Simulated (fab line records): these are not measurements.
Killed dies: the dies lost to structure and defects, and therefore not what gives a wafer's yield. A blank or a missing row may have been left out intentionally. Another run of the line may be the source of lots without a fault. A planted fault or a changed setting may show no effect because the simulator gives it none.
fab line records	flow gf180mcu
record lots=5	wafers=15	lastDay=34
route steps=602 shown PSD@252 NSD@262 SAB@264
lots with no fault: from the same line, run without faults
startH: start of the lot's first displayed wafer, in hours after the record's first day	waitH: hours since the lot's step before	" same as the row above	L1.1+2: one row covering several wafers at once	- no value, or no start given	* or withheld: withheld	< > ~ a bound
route shown NAME@n: a module of which the file shows steps, and the number in the route of the first	usual: average and standard deviation across the fault-free wafers	same: alike in all rows	chamber/n: place in a boat	sites: readings site by site	_std_site: standard deviation of those values	_edge_site: mean of outer sites minus mean of inner sites	radiusMm: for every site, how far away it sits from the centre of the wafer	mask NAME#n: copy n	behind: the tool/chamber that last shaped the wafer	hold: what put the lot on hold/how long, in hours/how the hold closed	device: the transistor (n, p or np) that didn't switch	end of line: tests of these same wafers at the route's end	for a step that has no rows: nothing shown but its recipe	killed: at the first sort, the dies lost to defects and structure; wafer yield is something else	map: a wafer's dies, x killed, . not, _ none there
set.NAME: the setting as run; set.NAME@STEP: as run at that earlier step	model.NAME: the simulator's own value behind a step, which no gauge read
lots at some steps of the route; a table a step, a row a wafer
services: the hour from which a tool's chamber was out of use, counted from the record's first day as startH (under 0 if before that day), plus the number of hours and why
## steps
# step GF_PSD_EXPOSE_04
# recipe maskId=Pplus	targetCdNm=400	na=0.6	sourceShape=conventional	sigmaOuter=0.6	doseMj=140
# same na=0.6
lot.wafer	tool	chamber	startH	waitH	mask
L076.1+2+5	ilineStepper-01	0	-	-	Pplus#0
L079.1+2+5	ilineStepper-01	0	-	-	Pplus#0
L084.2+3+4	ilineStepper-01	0	-	-	Pplus#0
L093.2+5+6	ilineStepper-02	0	-	-	Pplus#0
L097.1+2+5	ilineStepper-02	0	-	-	Pplus#0
# step GF_PSD_PEB_05
# recipe tempC=withheld	timeS=*	resist=NOVOLAK
# same timeS=*
lot.wafer	tool	chamber	startH	waitH
L076.1+2+5	lithoTrack-04	0	-	-
L079.1+2+5	lithoTrack-01	0	-	-
L084.2+3+4	lithoTrack-01	0	-	-
L093.2+5+6	lithoTrack-02	0	-	-
L097.1+2+5	lithoTrack-01	0	-	-
# step GF_PSD_DEVELOP_06
# recipe developTimeS=60	devTempC=23
# usual developerTempC=23.02/0.11
lot.wafer	tool	chamber	startH	waitH	developerTempC
L076.1	lithoTrack-04	0	335.54	0.1	23.01
L076.2	"	0	"	"	23.05
L076.5	"	0	"	"	23.07
L079.1	lithoTrack-01	0	363.06	0.1	22.81
L079.2	"	0	"	"	22.96
L079.5	"	0	"	"	23.02
L084.2	lithoTrack-01	0	407.98	0.1	22.90
L084.3	"	0	"	"	22.94
L084.4	"	0	"	"	22.98
L093.2	lithoTrack-02	0	478.69	0.1	22.84
L093.5	"	0	"	"	22.83
L093.6	"	0	"	"	22.93
L097.1	lithoTrack-01	0	503.76	0.1	23.08
L097.2	"	0	"	"	23.10
L097.5	"	0	"	"	23.14
# step GF_PSD_CD_MEAS_07
# recipe targetCdNm=400
# usual cdNm=399.5/2
lot.wafer	tool	chamber	startH	waitH	cdNm
L076.1	cdSem-01	-	335.69	0.1	398.2
L076.2	"	-	"	"	399.7
L076.5	"	-	"	"	399.2
L079.1	cdSem-01	-	363.21	0.1	396.5
L079.2	"	-	"	"	396.6
L079.5	"	-	"	"	396.9
L084.2	cdSem-01	-	408.13	0.1	398.4
L084.3	"	-	"	"	399.0
L084.4	"	-	"	"	399.0
L093.2	cdSem-01	-	478.83	0.1	401.6
L093.5	"	-	"	"	402.2
L093.6	"	-	"	"	401.8
L097.1	cdSem-02	-	503.91	0.1	398.0
L097.2	"	-	"	"	395.1
L097.5	"	-	"	"	397.5
# step GF_PSD_OVL_MEAS_08
# usual PSD_OVL=-0.8/1.5
lot.wafer	tool	chamber	startH	waitH	PSD_OVL[nm]
L076.1	overlay-01	-	335.81	0.1	-1.5
L076.2	"	-	"	"	-0.8
L076.5	"	-	"	"	-1.3
L079.1	overlay-01	-	363.33	0.1	-0.6
L079.2	"	-	"	"	-1.3
L079.5	"	-	"	"	0.0
L084.2	overlay-01	-	408.23	0.1	1.0
L084.3	"	-	"	"	0.0
L084.4	"	-	"	"	0.8
L093.2	overlay-01	-	478.95	0.1	1.2
L093.5	"	-	"	"	1.7
L093.6	"	-	"	"	0.0
L097.1	overlay-01	-	504.03	0.1	-2.6
L097.2	"	-	"	"	-2.4
L097.5	"	-	"	"	1.3
# step GF_PSD_IMPLANT_09
# recipe species=BF2	energyKev=40	doseCm2=1.5e+15	tiltDeg=7
lot.wafer	tool	chamber	startH	waitH
L076.1+2+5	implanter-02	0	335.84	0.0
L079.1+2+5	implanter-04	0	363.37	0.0
L084.2+3+4	implanter-02	0	408.29	0.0
L093.2+5+6	implanter-04	0	479.00	0.0
L097.1+2+5	implanter-04	0	504.06	0.0
# step GF_PSD_STRIP_10
# recipe chemistry=O2/N2	powerW=1400	pressureMtorr=1500	platenTempC=250	o2FlowSccm=3000	n2FlowSccm=300	overashFraction=0.5
# usual drypumpMotorCurrentA=5.6/0.36	heaterPowerW=351/29	oesProductAu=0.593/0.0041	stripTimeToEndpointS=16.53/0.044
lot.wafer	tool	chamber	startH	waitH	drypumpMotorCurrentA	heaterPowerW	oesProductAu	rfHoursCounterH	stripTimeToEndpointS
L076.1	plasmaAsher-01	0	335.99	0.1	5.7	384	0.592	54	16.61
L076.2	"	1	"	"	5.6	315	0.594	54	16.55
L076.5	"	0	"	"	5.7	373	0.596	-	16.55
L079.1	plasmaAsher-01	1	363.52	0.1	5.6	315	0.596	57	16.49
L079.2	"	0	"	"	5.8	378	0.598	57	16.58
L079.5	"	1	"	"	5.6	313	0.592	-	16.56
L084.2	plasmaAsher-04	0	408.41	0.1	5.4	362	0.596	77	16.47
L084.3	"	1	"	"	6.3	321	0.594	-	16.47
L084.4	"	0	"	"	5.4	364	0.601	-	16.48
L093.2	plasmaAsher-04	1	479.13	0.1	6.2	319	0.592	84	16.49
L093.5	"	0	"	"	5.3	361	0.596	-	16.46
L093.6	"	1	"	"	6.2	321	0.590	-	16.47
L097.1	plasmaAsher-04	0	504.21	0.1	5.4	357	0.600	87	16.56
L097.2	"	1	"	"	6.2	316	0.594	87	16.56
L097.5	"	1	"	"	6.2	315	0.592	-	16.57
# step GF_PSD_TW_MEAS_11
# usual PSD_TW=3194/28
lot.wafer	tool	chamber	startH	waitH	PSD_TW
L076.1	filmMetro-02	-	336.09	0.1	3141
L076.2	"	-	"	"	3127
L076.5	"	-	"	"	3161
L079.1	filmMetro-03	-	363.62	0.1	3189
L079.2	"	-	"	"	3195
L079.5	"	-	"	"	3176
L084.2	filmMetro-03	-	408.52	0.1	3212
L084.3	"	-	"	"	3210
L084.4	"	-	"	"	3201
L093.2	filmMetro-02	-	479.24	0.1	3135
L093.5	"	-	"	"	3163
L093.6	"	-	"	"	3174
L097.1	filmMetro-02	-	504.31	0.1	3164
L097.2	"	-	"	"	3165
L097.5	"	-	"	"	3170
# step GF_PSD_CLEAN_12
# recipe chemistry=SC1/SC2	mix=1:4:20	tempC=70	timeS=150	dry=n2Spin
# same timeS=150
lot.wafer	tool	chamber	startH	waitH
L076.1+2+5	wetBench-03	1	336.15	0.1
L079.1+2+5	wetBench-03	3	363.68	0.1
L084.2+3+4	wetBench-01	0	408.57	0.0
L093.2+5+6	wetBench-02	0	479.29	0.0
L097.1+2+5	wetBench-01	3	504.37	0.1
# step GF_PSD_RTA_13
# recipe tempC=1025	timeS=20	ambient=N2
# usual lampPowerPct=37/3.5	wafer_temp_C_max=1028.8/0.92
# same timeS=20
lot.wafer	tool	chamber	startH	waitH	lampPowerPct	wafer_temp_C_max
L076.1	rtpAnneal-01	0	336.20	0.0	33	1028.5
L076.2	"	0	"	"	33	1029.0
L076.5	"	0	"	"	33	1029.0
L079.1	rtpAnneal-02	0	363.73	0.0	40	1027.7
L079.2	"	0	"	"	40	1028.0
L079.5	"	0	"	"	40	1028.8
L084.2	rtpAnneal-01	0	408.64	0.0	33	1029.1
L084.3	"	0	"	"	33	1030.3
L084.4	"	0	"	"	33	1030.9
L093.2	rtpAnneal-02	0	479.35	0.0	40	1029.0
L093.5	"	0	"	"	40	1027.7
L093.6	"	0	"	"	40	1027.8
L097.1	rtpAnneal-01	0	504.42	0.0	33	1030.6
L097.2	"	0	"	"	33	1029.3
L097.5	"	0	"	"	33	1030.2
# step GF_PSD_RS_MEAS_14
# recipe thkMeasGauge=four-point-probe
# usual NSD_RS=46.12/0.073
lot.wafer	tool	chamber	startH	waitH	NSD_RS[ohm/sq]
L076.1	filmMetro-03	-	336.29	0.1	46.11
L076.2	"	-	"	"	46.19
L076.5	"	-	"	"	46.14
L079.1	filmMetro-01	-	363.90	0.1	46.18
L079.2	"	-	"	"	46.18
L079.5	"	-	"	"	46.11
L084.2	filmMetro-02	-	408.73	0.1	46.14
L084.3	"	-	"	"	46.24
L084.4	"	-	"	"	46.11
L093.2	filmMetro-03	-	479.44	0.1	46.07
L093.5	"	-	"	"	46.19
L093.6	"	-	"	"	46.23
L097.1	filmMetro-02	-	504.66	0.2	46.11
L097.2	"	-	"	"	46.15
L097.5	"	-	"	"	46.22
# step GF_PSD_RS_MEAS_15
# recipe thkMeasGauge=four-point-probe
# usual PSD_RS=108.58/0.26
lot.wafer	tool	chamber	startH	waitH	PSD_RS[ohm/sq]
L076.1	filmMetro-03	-	336.41	0.1	108.46
L076.2	"	-	"	"	108.67
L076.5	"	-	"	"	108.14
L079.1	filmMetro-01	-	364.02	0.1	108.99
L079.2	"	-	"	"	108.57
L079.5	"	-	"	"	108.52
L084.2	filmMetro-02	-	408.85	0.1	108.80
L084.3	"	-	"	"	108.69
L084.4	"	-	"	"	108.68
L093.2	filmMetro-03	-	479.56	0.1	109.16
L093.5	"	-	"	"	108.90
L093.6	"	-	"	"	108.93
L097.1	filmMetro-02	-	504.78	0.1	107.77
L097.2	"	-	"	"	108.33
L097.5	"	-	"	"	108.28
# step GF_SAB_CVD_00
# recipe material=SiO2	targetThkNm=50	precursor=TEOS	tempC=400	timeS=4.9302	rfW=600
# usual heaterPowerW=659/110
# same timeS=4.9302
lot.wafer	tool	chamber	startH	waitH	heaterPowerW	sinceWetCleanH
L076.1	pecvd-01	2	336.53	0.1	613	370
L076.2	"	1	"	"	653	370
L076.5	"	1	"	"	658	-
L079.1	pecvd-04	1	364.14	0.1	566	606
L079.2	"	0	"	"	728	606
L079.5	"	0	"	"	719	-
L084.2	pecvd-04	0	408.95	0.1	602	651
L084.3	"	2	"	"	713	651
L084.4	"	0	"	"	626	-
L093.2	pecvd-04	1	479.66	0.1	519	722
L093.5	"	1	"	"	540	-
L093.6	"	2	"	"	754	-
L097.1	pecvd-02	2	504.90	0.1	864	122
L097.2	"	0	"	"	666	122
L097.5	"	0	"	"	647	-
# step GF_SAB_THK_MEAS_01
# recipe reads=SiO2_of_SAB_CVD_00
# usual SAB_CVD_00_THK=49.7/0.71
lot.wafer	tool	chamber	startH	waitH	SAB_CVD_00_THK[nm]
L076.1	filmMetro-04	-	336.55	0.0	49.4
L076.2	"	-	"	"	49.7
L076.5	"	-	"	"	51.0
L079.1	filmMetro-04	-	364.16	0.0	48.2
L079.2	"	-	"	"	49.5
L079.5	"	-	"	"	49.2
L084.2	filmMetro-03	-	408.98	0.0	49.4
L084.3	"	-	"	"	49.5
L084.4	"	-	"	"	50.5
L093.2	filmMetro-03	-	479.70	0.0	49.3
L093.5	"	-	"	"	50.0
L093.6	"	-	"	"	49.6
L097.1	filmMetro-04	-	504.92	0.0	49.2
L097.2	"	-	"	"	48.5
L097.5	"	-	"	"	49.4
# step GF_SAB_DEHYDRATE_02
# recipe tempC=200	timeS=60
# same timeS=60
lot.wafer	tool	chamber	startH	waitH
L076.1+2+5	lithoTrack-01	0	346.96	10.4
L079.1+2+5	lithoTrack-03	0	374.57	10.4
L084.2+3+4	lithoTrack-01	0	420.08	11.1
L093.2+5+6	lithoTrack-01	0	490.78	11.1
L097.1+2+5	lithoTrack-04	0	516.08	11.2
# step GF_SAB_HMDS_03
# recipe primeTimeS=60	primeTempC=120
lot.wafer	tool	chamber	startH	waitH
L076.1+2+5	lithoTrack-01	0	347.11	0.1
L079.1+2+5	lithoTrack-03	0	374.72	0.1
L084.2+3+4	lithoTrack-01	0	420.23	0.1
L093.2+5+6	lithoTrack-01	0	490.93	0.1
L097.1+2+5	lithoTrack-04	0	516.23	0.1
# step GF_SAB_COAT_04
# recipe resist=NOVOLAK	spinRpm=3000	resistThkNm=1000
lot.wafer	tool	chamber	startH	waitH
L076.1+2+5	lithoTrack-01	0	347.26	0.1
L079.1+2+5	lithoTrack-03	0	374.87	0.1
L084.2+3+4	lithoTrack-01	0	420.38	0.1
L093.2+5+6	lithoTrack-01	0	491.08	0.1
L097.1+2+5	lithoTrack-04	0	516.38	0.1
# step GF_SAB_SOFTBAKE_05
# recipe tempC=90	timeS=60	resist=NOVOLAK
# same timeS=60
lot.wafer	tool	chamber	startH	waitH
L076.1+2+5	lithoTrack-01	0	347.41	0.1
L079.1+2+5	lithoTrack-03	0	375.02	0.1
L084.2+3+4	lithoTrack-01	0	420.53	0.1
L093.2+5+6	lithoTrack-01	0	491.23	0.1
L097.1+2+5	lithoTrack-04	0	516.53	0.1
# step GF_SAB_EXPOSE_06
# recipe maskId=SAB	targetCdNm=420	na=0.6	sourceShape=conventional	sigmaOuter=0.6	doseMj=140
# same na=0.6
lot.wafer	tool	chamber	startH	waitH	mask
L076.1+2+5	ilineStepper-01	0	-	-	SAB#0
L079.1+2+5	ilineStepper-01	0	-	-	SAB#0
L084.2+3+4	ilineStepper-02	0	-	-	SAB#0
L093.2+5+6	ilineStepper-01	0	-	-	SAB#0
L097.1+2+5	ilineStepper-02	0	-	-	SAB#0
# step GF_SAB_PEB_07
# recipe tempC=withheld	timeS=*	resist=NOVOLAK
# same timeS=*
lot.wafer	tool	chamber	startH	waitH
L076.1+2+5	lithoTrack-03	0	-	-
L079.1+2+5	lithoTrack-03	0	-	-
L084.2+3+4	lithoTrack-04	0	-	-
L093.2+5+6	lithoTrack-04	0	-	-
L097.1+2+5	lithoTrack-03	0	-	-
## services
tool	chamber	startH	hours	kind
plasmaAsher-04	-	314.64	1.0	repair
pecvd-01	0	320.61	4.5	repair
pecvd-02	1	323.90	20.1	repair
ilineStepper-02	-	331.67	3.9	repair
implanter-02	-	343.34	1.6	repair
ilineStepper-02	-	343.48	1.7	pm
pecvd-01	0	349.90	6.7	repair
pecvd-01	0	361.35	4.8	repair
pecvd-02	1	366.31	1.8	repair
pecvd-04	-	367.02	0.5	repair
pecvd-02	-	368.88	14.0	pm
ilineStepper-01	-	395.99	0.8	pm
implanter-04	-	419.49	4.7	pm
ilineStepper-02	-	445.54	9.2	repair
implanter-02	-	465.24	3.1	repair
implanter-04	-	466.43	5.3	pm
ilineStepper-01	-	466.75	1.7	pm
pecvd-04	-	474.09	1.4	repair
pecvd-04	0	475.76	5.0	repair
ilineStepper-01	-	483.16	2.0	repair
rtpAnneal-01	-	489.18	0.7	repair
pecvd-04	-	498.98	14.6	pm
implanter-02	-	504.12	4.4	pm
implanter-04	-	520.14	2.8	repair
## key
fault none
